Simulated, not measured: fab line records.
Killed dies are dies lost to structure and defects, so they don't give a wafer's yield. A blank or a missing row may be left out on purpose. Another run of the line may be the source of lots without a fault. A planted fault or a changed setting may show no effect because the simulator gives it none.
A lot that was struck, set against a sound lot	flow sfq line	14 steps out of a route of 325
Sound: wafers L580.3, L580.4, L580.6. Struck: wafer L591.6 (left out: L591.4, a lot-mate that was not struck); the cause follows at the end.
For every step that has rows: the tool of each side, followed by ch and its chambers, followed by its first start. Under that, the readings that differ: sound wafers	struck wafers	difference of the means	sigmas: that difference in standard deviations of wafers without a fault.
alike: readings with means less than 2 such deviations apart, plus words and numbers identical on both sides. not compared: withheld readings, readings lacking a value on some wafer, bounds such as >300 that could conceal the same value, and numbers that have no deviation in the record and whose values overlap.
Wherever a step has rows on one side only, a row that says differs or no value, or a row with sigmas, the two part there. Numbers that don't overlap but have no deviation are shown without sigmas and don't part them. A reading missing from all wafers of one side parts the sides only when that side holds two or more wafers.

first, 2 steps without rows for these wafers: SFQ_TRILAYER_I6_VIA_STRIP_SOLV_CLEAN_174 (cleans in NMP, time 600 s); SFQ_TRILAYER_M7_DEP_PRE_CLEAN_176 (time 22.5 s).
SFQ_TRILAYER_M7_DEP_SPUTTER_175: material Nb, target thk 200 nm, time 133.3 s.
  sound on pvd sputter-05 at day 72 23:20; struck on pvd sputter-05 at day 76 15:11
  alike: cathode dc power W, substrate temp c, throttle valve pct
SFQ_M7_RS_MEAS_943: the measuring method here is four-point-probe.
  sound on film metro-01 at day 72 23:28; struck on film metro-02 at day 76 15:20
reading	sound	struck	difference	sigmas
M7_NB_RS (ohm/sq)	0.912 0.899 0.905	0.882	-0.023	-2
then, 6 steps without rows for these wafers: SFQ_TRILAYER_M7_LITHO_COAT_182 (resist thk 62 nm); SFQ_TRILAYER_M7_LITHO_COAT_177 (resist thk 600 nm); SFQ_TRILAYER_M7_LITHO_SOFTBAKE_181; SFQ_TRILAYER_M7_LITHO_EXPOSE_178 (exposes mask M7, target cd 500 nm); SFQ_TRILAYER_M7_LITHO_PEB_180 (peb time 60 s); SFQ_TRILAYER_M7_LITHO_DEVELOP_179 (time 60 s).
SFQ_M7_OVL_MEAS_945:
  sound on overlay-02 at day 73 02:35; struck on overlay-01 at day 76 17:43
  alike: M7_OVL
SFQ_TRILAYER_M7_BARC_OPEN_METAL_ETCH_229: etches BARC in O2, target depth 125 nm, time 41.7 s.
  sound on rie metal-01 ch 0,1, day 73 02:38; struck on rie metal-03 ch 0, day 76 17:45
reading	sound	struck	difference	sigmas
drypump motor current A (A)	6.1 5.3 6.1	5.0	-0.8	-3
model.KrF_of_TRILAYER_M7_LITHO_COAT_177.thk nm (nm)	526.4 527.6 527	493.5	-33.5	
  alike: oes product au, rf fwd power W
  not compared: rf hours counter h
SFQ_TRILAYER_M7_ETCH_METAL_ETCH_180: etches Nb in Cl2/Ar, stops on SiO2, target depth 240 nm, time 120 s.
  sound on rie metal-01 ch 0,1, day 73 02:43; struck on rie metal-03 ch 0, day 76 17:50
reading	sound	struck	difference	sigmas
drypump motor current A (A)	6.1 5.4 6.1	5.0	-0.9	-3
model.KrF_of_TRILAYER_M7_LITHO_COAT_177.thk nm (nm)	386.1 392.7 385.8	348.7	-39.5	
  alike: oes product au, rf fwd power W
  not compared: rf hours counter h
SFQ_TRILAYER_M7_STRIP_STRIP_181: strips in O2.
  sound on rie metal-01 ch 0,1, day 73 03:00; struck on rie metal-03 ch 0, day 76 18:07
reading	sound	struck	difference	sigmas
drypump motor current A (A)	6.1 5.4 6.1	5.0	-0.9	-3
  alike: oes product au
  not compared: rf hours counter h

## WHERE THEY PART
At SFQ_M7_RS_MEAS_943 first; at SFQ_TRILAYER_M7_STRIP_STRIP_181 last (within this record only).

WHY: whatever the simulator had introduced
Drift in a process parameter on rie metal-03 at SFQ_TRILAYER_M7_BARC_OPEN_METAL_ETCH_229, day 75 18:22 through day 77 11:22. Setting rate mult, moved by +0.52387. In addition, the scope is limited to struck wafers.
